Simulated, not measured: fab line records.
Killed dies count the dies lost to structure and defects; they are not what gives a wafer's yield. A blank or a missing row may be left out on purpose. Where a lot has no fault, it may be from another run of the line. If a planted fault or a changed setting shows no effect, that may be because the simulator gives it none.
Struck lot and sound lot, side by side    flow sky130    43 steps out of a route of 708
Sound: these wafers, L647.1, L647.4, L647.5. Wafers struck: L656.1, L656.2, L656.6. The cause is named last.
For every step that has rows: the tool of each side, followed by ch and its chambers, followed by its first start. Under that, the readings that differ: sound wafers    struck wafers    difference of the means    sigmas: that difference in standard deviations of wafers without a fault.
alike: readings with means less than 2 such deviations apart, plus words and numbers identical on both sides. not compared: withheld readings, readings lacking a value on some wafer, bounds such as >300 that could conceal the same value, and numbers that have no deviation in the record and whose values overlap.
A row with sigmas, a row that says differs or no value, or rows on one side alone: a step with any of these is where the two part. Non-overlapping numbers with no deviation appear without sigmas and do not part them. A reading that every wafer of one side lacks parts them only if that side has two wafers or more.

SKY_POLY_CUT_ETCH_10: etches BARC in N2/H2, stops on SiO2, time 45.9 s, target depth 60 nm.
  sound on rie-diel-03 ch 1,2,3, day 27 21:29; struck on rie-diel-02 ch 0,1,2, day 30 19:14
  alike: drypump-motor-current-A, oes-product-au, throttle-valve-pct
  not compared: rf-hours-counter-h
SKY_POLY_CUT_ETCH_11: etches Si3N4 in CF4/CH2F2/Ar, stops on poly-Si, time 42.5 s, target depth 60 nm.
  sound on rie-diel-03 ch 1,2,3, day 27 21:32; struck on rie-diel-02 ch 0,1,2, day 30 19:17
  alike: drypump-motor-current-A, oes-product-au, throttle-valve-pct
  not compared: rf-hours-counter-h
SKY_POLY_CUT_STRIP_12: strips in O2/N2.
  sound on plasma-asher-02 ch 0,1, day 27 21:34; struck on plasma-asher-03 ch 0,1, day 30 19:19
  alike: drypump-motor-current-A, oes-product-au, strip-time-to-endpoint-s
  not compared: rf-hours-counter-h
then, 7 steps without rows for these wafers: SKY_SD_P_DEHYDRATE_00 (time 60 s); SKY_SD_P_HMDS_01 (prime time 60 s); SKY_SD_P_COAT_02 (resist thk 1140 nm); SKY_SD_P_SOFTBAKE_03 (time 60 s); SKY_SD_P_EXPOSE_04 (exposes mask PSDM, target cd 380 nm); SKY_SD_P_PEB_05; SKY_SD_P_DEVELOP_06 (develop time 60 s).
SKY_SD_P_CD_MEAS_07: target cd 380 nm.
  sound on cd-sem-02 at day 29 01:26; struck on cd-sem-01 at day 31 22:41
  alike: cd-nm
SKY_SD_P_OVL_MEAS_08:
  sound on overlay-01 at day 29 01:34; struck on overlay-01 at day 31 22:48
  alike: SD_P_OVL
SKY_SD_P_IMPLANT_09:
  sound on implanter-01 ch 0, day 29 01:36; struck on implanter-01 ch 0, day 31 22:50
  alike: end-station-pressure-torr
SKY_SD_P_STRIP_10: strips in O2/N2.
  sound on plasma-asher-02 ch 0, day 29 01:45; struck on plasma-asher-02 ch 0,1, day 31 22:59
reading                       sound              struck             difference  sigmas
oes-product-au (a.u.)         0.612 0.619 0.616  0.621 0.630 0.626  +0.010      +2
strip-time-to-endpoint-s (s)  17.48 17.46 17.51  17.12 17.12 17.11  -0.37       -10
  alike: drypump-motor-current-A
  not compared: rf-hours-counter-h
SKY_SD_P_TW_MEAS_11:
  sound on film-metro-01 at day 29 01:51; struck on film-metro-04 at day 31 23:05
reading  sound           struck          difference  sigmas
SD_P_TW  2796 2811 2803  2742 2732 2745  -64         -3
then, 8 steps without rows for these wafers: SKY_RES_XHIGH_DEHYDRATE_00 (time 60 s); SKY_RES_XHIGH_HMDS_01 (prime time 60 s); SKY_RES_XHIGH_COAT_02 (resist thk 1140 nm); SKY_RES_XHIGH_SOFTBAKE_03 (time 60 s); SKY_RES_XHIGH_EXPOSE_04 (exposes mask URPM, target cd 1270 nm); SKY_RES_XHIGH_PEB_05; SKY_RES_XHIGH_DEVELOP_06 (develop time 60 s); SKY_RES_XHIGH_IMPLANT_07.
SKY_RES_XHIGH_STRIP_08: strips in O2/N2.
  sound on plasma-asher-02 ch 1, day 30 05:57; struck on plasma-asher-03 ch 0,1, day 33 01:42
  alike: drypump-motor-current-A, oes-product-au, strip-time-to-endpoint-s
  not compared: rf-hours-counter-h
SKY_RES_XHIGH_TW_MEAS_09:
  sound on film-metro-01 at day 30 06:03; struck on film-metro-01 at day 33 01:48
  alike: RES_XHIGH_TW
then, 7 steps without rows for these wafers: SKY_SD_N_DEHYDRATE_00 (time 60 s); SKY_SD_N_HMDS_01 (prime time 60 s); SKY_SD_N_COAT_02 (resist thk 1140 nm); SKY_SD_N_SOFTBAKE_03 (time 60 s); SKY_SD_N_EXPOSE_04 (exposes mask NSDM, target cd 380 nm); SKY_SD_N_PEB_05; SKY_SD_N_DEVELOP_06 (develop time 60 s).
SKY_SD_N_CD_MEAS_07: target cd 380 nm.
  sound on cd-sem-01 at day 31 09:24; struck on cd-sem-02 at day 34 03:35
  alike: cd-nm
SKY_SD_N_OVL_MEAS_08:
  sound on overlay-01 at day 31 09:31; struck on overlay-02 at day 34 03:43
reading        sound          struck       difference  sigmas
SD_N_OVL (nm)  -0.9 0.2 -2.0  2.6 2.7 0.5  +2.8        +2
then, 3 steps without rows for these wafers: SKY_SD_N_IMPLANT_09; SKY_SD_N_IMPLANT_10; SKY_SD_N_STRIP_11 (strips in O2/N2).
SKY_SD_N_TW_MEAS_12:
  sound on film-metro-01 at day 31 09:57; struck on film-metro-02 at day 34 04:09
reading  sound           struck          difference  sigmas
SD_N_TW  3921 3935 3892  3973 3979 3975  +60         +2
then, 1 step without rows for these wafers: SKY_SD_N_CLEAN_13 (cleans in SC1/SC2, time 150 s).
SKY_SD_N_RTA_14: time 2 s.
  sound on rtp-anneal-01 ch 0, day 31 10:04; struck on rtp-anneal-02 ch 0, day 34 04:16
  alike: lamp-power-pct, wafer_temp_C_max
SKY_SD_N_RS_MEAS_16: the measuring method here is four-point-probe.
  sound on film-metro-04 at day 31 10:15; struck on film-metro-01 at day 34 04:26
reading           sound              struck             difference  sigmas
SD_N_RS (ohm/sq)  68.45 68.47 68.46  68.82 68.57 68.68  +0.23       +2
SKY_SD_N_RS_MEAS_17: the measuring method here is four-point-probe.
  sound on film-metro-04 at day 31 10:22; struck on film-metro-01 at day 34 04:33
reading           sound              struck             difference  sigmas
SD_P_RS (ohm/sq)  146.7 147.0 147.0  150.2 150.1 150.2  +3.3        +9
-- here the record skips 16 days between the struck wafers' starts before and after, leaving off in module SD_N and picking up in module PAD_OPEN (first step shown: number 708 of the route) --
SKY_PAD_OPEN_PROBE_99:
  sound on prober-02 at day 48 06:13; struck on prober-02 at day 50 04:25
reading                              sound              struck             difference  sigmas
model.etest.res-high-po.line-ohm-um  752 767.2 716.7    854 833.5 875.8    +109        
model.etest.licon-high-po.rc-ohm     355 366.4 338.9    445.9 452.9 453.2  +97.2       
model.etest.res-pdiff.line-ohm-um    1362 1383 1364     1454 1477 1453     +92         
model.etest.licon-pdiff.rc-ohm       609.5 585 610      618.6 647.2 625    +28.8       
model.etest.res-high-po.rs-ohm-sq    265.8 262.8 252.1  298.5 294.8 304.2  +38.9       
model.etest.res-pdiff-hv.rs-ohm-sq   190.3 192.8 193.1  201.6 201.1 200.6  +9.0        
model.etest.res-pdiff.rs-ohm-sq      197.2 198.7 198.4  206.5 206.1 209.1  +9.1        
  alike: killed_at_M0_to_M3, killed_at_M4_up, killed-at-contacts, killed-at-front-end, killed-at-other, killed-dies, killed-open, killed-short

== WHERE THEY PART ==
At SKY_SD_P_STRIP_10 first; at SKY_SD_N_RS_MEAS_17 last (within this record only). Later steps at which nothing parts them and some readings are alike: SKY_PAD_OPEN_PROBE_99.

WHY: what the simulator had put in
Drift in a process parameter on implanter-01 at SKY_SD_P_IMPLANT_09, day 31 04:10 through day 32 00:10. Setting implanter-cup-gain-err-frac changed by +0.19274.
